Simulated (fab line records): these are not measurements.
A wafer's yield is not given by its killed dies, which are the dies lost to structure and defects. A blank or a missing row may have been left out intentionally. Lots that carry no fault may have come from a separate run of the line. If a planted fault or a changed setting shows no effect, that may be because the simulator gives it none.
Which tool was responsible? | flow gf180mcu | 14 lots, 42 wafers sampled, at 5 steps of a route of 602

## WHAT EACH GAUGE READ, for each wafer
GF_NWELL_TW_MEAS_11.
lot  | measured    | on           | NWELL_TW
L106 | day 3 10:39 | filmMetro-02 | 1560 1560 1558
L107 | day 3 13:22 | filmMetro-02 | 1564 1564 1566
L108 | day 3 18:40 | filmMetro-02 | 1564 1562 1558
L109 | day 3 22:48 | filmMetro-03 | 1568 1557 1560
L110 | day 4 06:15 | filmMetro-04 | 1590 1600 1597
L111 | day 4 10:44 | filmMetro-02 | 1576 1574 1567
L112 | day 4 15:52 | filmMetro-04 | 1597 1601 1595
L113 | day 4 23:52 | filmMetro-04 | 1586 1586 1591
L114 | day 5 04:17 | filmMetro-02 | 1575 1569 1566
L115 | day 5 13:27 | filmMetro-04 | 1587 1587 1598
L116 | day 5 17:46 | filmMetro-04 | 1591 1590 1593
L117 | day 5 21:55 | filmMetro-04 | 1588 1590 1589
L121 | day 6 21:19 | filmMetro-03 | 1572 1573 1566
L123 | day 7 07:22 | filmMetro-03 | 1571 1572 1561

GF_VT_IMPLANT_TW_MEAS_10.
lot  | measured     | on           | VT_IMPLANT_TW
L106 | day 5 19:40  | filmMetro-01 | 567 569 569
L107 | day 5 21:04  | filmMetro-01 | 569 571 569
L108 | day 6 03:49  | filmMetro-01 | 570 571 572
L109 | day 6 08:41  | filmMetro-01 | 569 571 572
L110 | day 6 17:47  | filmMetro-02 | 557 561 560
L111 | day 6 22:16  | filmMetro-02 | 557 558 556
L112 | day 7 03:46  | filmMetro-03 | 564 559 559
L113 | day 7 13:01  | filmMetro-03 | 559 559 563
L114 | day 7 17:29  | filmMetro-01 | 574 571 569
L115 | day 8 04:35  | filmMetro-01 | 571 571 570
L116 | day 8 07:13  | filmMetro-03 | 566 568 570
L117 | day 8 15:10  | filmMetro-03 | 565 564 564
L121 | day 9 16:40  | filmMetro-01 | 30 30 30
L123 | day 10 04:25 | filmMetro-03 | 30 30 30

GF_HV_LDD_TW_MEAS_23.
lot  | measured     | on           | HV_LDD_2_TW
L106 | day 11 00:31 | filmMetro-03 | 1055 1057 1057
L107 | day 11 03:59 | filmMetro-02 | 1044 1046 1049
L108 | day 11 15:14 | filmMetro-03 | 1056 1059 1056
L109 | day 11 15:55 | filmMetro-04 | 1075 1064 1070
L110 | day 12 11:37 | filmMetro-03 | 1048 1046 1049
L111 | day 12 09:22 | filmMetro-02 | 1044 1043 1049
L112 | day 12 15:20 | filmMetro-02 | 1045 1048 1043
L113 | day 13 01:21 | filmMetro-02 | 1050 1052 1052
L114 | day 13 06:04 | filmMetro-02 | 1052 1051 1049
L115 | day 13 20:20 | filmMetro-02 | 1048 1051 1050
L116 | day 14 04:16 | filmMetro-02 | 1050 1052 1049
L117 | day 14 12:44 | filmMetro-04 | 1063 1058 1059

## TOOL THAT RAN EACH LOT (tool first, then ch and the chambers of the sampled wafers, then the start)
lot  | GF_MVSD_STRIP_10                   | GF_VT_IMPLANT_DEVELOP_06
L106 | plasmaAsher-01 ch 0,1, day 4 13:57 | lithoTrack-04 ch 0, day 5 19:13
L107 | plasmaAsher-01 ch 0, day 4 15:54   | lithoTrack-02 ch 0, day 5 20:38
L108 | plasmaAsher-01 ch 0,1, day 4 21:40 | lithoTrack-03 ch 0, day 6 03:25
L109 | plasmaAsher-02 ch 0,1, day 5 03:00 | lithoTrack-03 ch 0, day 6 08:16
L110 | plasmaAsher-02 ch 0,1, day 5 11:29 | lithoTrack-03 ch 0, day 6 17:22
L111 | plasmaAsher-02 ch 0,1, day 5 16:17 | lithoTrack-03 ch 0, day 6 21:53
L112 | plasmaAsher-01 ch 1, day 5 20:30   | lithoTrack-04 ch 0, day 7 03:20
L113 | plasmaAsher-01 ch 0,1, day 6 04:57 | lithoTrack-02 ch 0, day 7 12:35
L114 | plasmaAsher-01 ch 0,1, day 6 10:09 | lithoTrack-03 ch 0, day 7 17:04
L115 | plasmaAsher-01 ch 0, day 6 19:36   | lithoTrack-03 ch 0, day 8 04:10
L116 | plasmaAsher-01 ch 0,1, day 6 23:53 | lithoTrack-02 ch 0, day 8 06:47
L117 | plasmaAsher-01 ch 0,1, day 7 05:34 | lithoTrack-02 ch 0, day 8 14:46
L121 | plasmaAsher-01 ch 0,1, day 8 06:00 | lithoTrack-02 ch 0, day 9 16:14
L123 | plasmaAsher-02 ch 0,1, day 8 16:30 | lithoTrack-02 ch 0, day 10 03:59
- GF_MVSD_STRIP_10: strips in O2/N2.
- GF_VT_IMPLANT_DEVELOP_06: develop time 60 s.

## AS READ BY THE TOOLS THEMSELVES (means over the sampled wafers that have a number; for cases with no such wafer, the mark the record gives instead)
GF_MVSD_STRIP_10.
lot  | tool           | drypumpMotorCurrentA (A) | heaterPowerW (W) | o2FlowSccm (sccm) | oesProductAu (a.u.) | stripTimeToEndpointS (s)
L106 | plasmaAsher-01 | 5.5                      | 347              | 2994              | 0.720               | 37.01
L107 | plasmaAsher-01 | 5.0                      | 330              | 3000              | 0.719               | 37.17
L108 | plasmaAsher-01 | 5.2                      | 339              | 2999              | 0.727               | 37.02
L109 | plasmaAsher-02 | 6.2                      | 298              | 2993              | 0.721               | 36.92
L110 | plasmaAsher-02 | 6.2                      | 294              | 2996              | 0.725               | 37.02
L111 | plasmaAsher-02 | 6.3                      | 290              | 2994              | 0.719               | 37.00
L112 | plasmaAsher-01 | 5.7                      | 356              | 2995              | 0.722               | 36.84
L113 | plasmaAsher-01 | 5.2                      | 337              | 3002              | 0.722               | 36.98
L114 | plasmaAsher-01 | 5.2                      | 334              | 3011              | 0.724               | 36.96
L115 | plasmaAsher-01 | 5.0                      | 325              | 3002              | 0.722               | 37.11
L116 | plasmaAsher-01 | 5.2                      | 334              | 3006              | 0.723               | 36.93
L117 | plasmaAsher-01 | 5.4                      | 341              | 3002              | 0.722               | 36.98
L121 | plasmaAsher-01 | 5.5                      | 342              | 3001              | 0.726               | 36.88
L123 | plasmaAsher-02 | 6.2                      | 297              | 3000              | 0.721               | 36.96

GF_VT_IMPLANT_DEVELOP_06.
lot  | tool          | chillPlateTempC (C)
L106 | lithoTrack-04 | 22.92
L107 | lithoTrack-02 | 23.13
L108 | lithoTrack-03 | 23.08
L109 | lithoTrack-03 | 23.03
L110 | lithoTrack-03 | 23.04
L111 | lithoTrack-03 | 23.08
L112 | lithoTrack-04 | 23.02
L113 | lithoTrack-02 | 22.89
L114 | lithoTrack-03 | 23.01
L115 | lithoTrack-03 | 23.14
L116 | lithoTrack-02 | 22.99
L117 | lithoTrack-02 | 22.94
L121 | lithoTrack-02 | 22.97
L123 | lithoTrack-02 | 22.90

## THE ANSWER, worked out from the rows above alone
Rule: the usual values come from the lots themselves. Put in order of their means at a reading, lots are off if they are a third of the lots or fewer, leave a main group of 4 or more, and stand apart from it by a gap of 3 or more times the standard deviation of the main group's means; of several such gaps the widest counts. A main group whose means are all the same, to the digits that the tables above print for the reading, isn't used. A lot without any number at a reading at which 4 lots or more have one is off too. Where the step has rows for the other lots, those lots are counted as sound. Order of review: gauges by route order, followed by the tools' own readings, for which a lot's mean as printed above is used. The first step at which some lot is off is used, and at that step the reading that is off furthest; a lot without a number counts as furthest.
Off: L121, L123, seen at GF_VT_IMPLANT_TW_MEAS_10 (VT_IMPLANT_TW). Main group: mean 566, sd 5.1.
If a tool, at a process step before that reading, ran all the lots that are off and no sound lot after the first of them, it fits. Gauges at GF_VT_IMPLANT_TW_MEAS_10: tried the same way as those tools. One candidate fits, namely lithoTrack-02 at GF_VT_IMPLANT_DEVELOP_06. Its last sound lot is L117 (day 8 14:46), its first lot that is off L121 (day 9 16:14): a fault that began between those two fits.

## WHAT THE SIMULATOR HAD PUT IN
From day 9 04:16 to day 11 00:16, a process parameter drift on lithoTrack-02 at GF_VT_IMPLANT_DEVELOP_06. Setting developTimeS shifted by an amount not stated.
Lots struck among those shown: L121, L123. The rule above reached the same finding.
